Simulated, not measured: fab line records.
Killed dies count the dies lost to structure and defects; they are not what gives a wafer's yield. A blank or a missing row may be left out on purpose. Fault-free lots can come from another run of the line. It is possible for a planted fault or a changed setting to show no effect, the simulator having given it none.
Struck lot and sound lot, side by side || flow sfq_line || 13 steps out of a route of 325
Sound: the wafers L395.2, L395.5, L395.6. Wafers struck: L400.1, L400.3, L400.5. Last of all comes the cause.
Per side, at each step with rows, come the tool, then ch with its chambers, and then its first start. Under that, the readings that differ: sound wafers || struck wafers || difference of the means || sigmas: that difference in standard deviations of wafers without a fault.
alike: a reading whose means differ by less than 2 such deviations, as well as words and numbers matching on both sides. not compared: withheld readings; readings where some wafer has no value; bounds like >300 that might hide an equal value; numbers whose values overlap and for which the record gives no deviation.
Wherever a step has rows on one side only, a row that says differs or no value, or a row with sigmas, the two part there. Numbers that don't overlap but have no deviation are shown without sigmas and don't part them. A reading missing from all wafers of one side parts the sides only when that side holds two or more wafers.

SFQ_TRILAYER_C5_ETCH_VIA_ETCH_154: etches SiO2 in CHF3, stops on Nb, target depth 84 nm.
  sound on rie_diel-03 ch 0,3, day 61 23:27; struck on rie_diel-04 ch 1,3, day 75 20:00
  alike: drypump_motor_current_A, oes_product_au
SFQ_TRILAYER_C5_STRIP_STRIP_155: strips in O2.
  sound on rie_metal-03 ch 0,1, day 61 23:30; struck on rie_metal-03 ch 0,1, day 75 20:02
  alike: drypump_motor_current_A, oes_product_au, platen_temp_c
  not compared: rf_hours_counter_h
then, 2 steps without rows for these wafers: SFQ_TRILAYER_C5_STRIP_SOLV_CLEAN_156 (cleans in NMP, time 600 s); SFQ_TRILAYER_M6_DEP_PRE_CLEAN_158 (time 22.5 s).
SFQ_TRILAYER_M6_DEP_SPUTTER_157: material Nb, target thk 200 nm, time 133.3 s.
  sound: pvd_sputter-06 at day 62 00:18; struck: pvd_sputter-03 at day 75 21:01
  alike: throttle_valve_pct
SFQ_M6_RS_MEAS_938: measures by four-point-probe.
  sound: film_metro-03 at day 62 00:25; struck: film_metro-03 at day 75 21:07
  alike: M6_NB_RS
then, 5 steps without rows for these wafers: SFQ_TRILAYER_M6_LITHO_COAT_164 (resist thk 62 nm); SFQ_TRILAYER_M6_LITHO_COAT_159 (resist thk 600 nm); SFQ_TRILAYER_M6_LITHO_SOFTBAKE_163; SFQ_TRILAYER_M6_LITHO_EXPOSE_160 (exposes mask M6, target cd 500 nm); SFQ_TRILAYER_M6_LITHO_PEB_162 (peb time 60 s).
SFQ_TRILAYER_M6_LITHO_DEVELOP_161: time 60 s.
  struck on litho_track-03, day 76 00:44; sound on litho_track-04 ch 0, day 66 02:13
  no value came back on the struck wafers for chill_plate_temp_C (C), exhaust_pa (Pa), time_s (s); on the sound wafers chill_plate_temp_C (C) reads 23.06 22.86 23.08
{"reading": "model.KrF_of_TRILAYER_M6_LITHO_COAT_159.thk_nm (nm)", "sound": "572.9 575 575.1", "struck": "601.3 600.3 598.3", "difference": "+25.6", "sigmas": ""}
SFQ_M6_OVL_MEAS_940:
  sound: overlay-02 at day 66 02:22; struck: overlay-01 at day 76 00:53
{"reading": "M6_OVL (nm)", "sound": "9 3 0", "struck": "- - -", "difference": "no value on the struck wafers", "sigmas": ""}

## WHERE THEY PART
At SFQ_TRILAYER_M6_LITHO_DEVELOP_161 first; at SFQ_M6_OVL_MEAS_940 last (within this record only).

WHY: the cause the simulator had injected
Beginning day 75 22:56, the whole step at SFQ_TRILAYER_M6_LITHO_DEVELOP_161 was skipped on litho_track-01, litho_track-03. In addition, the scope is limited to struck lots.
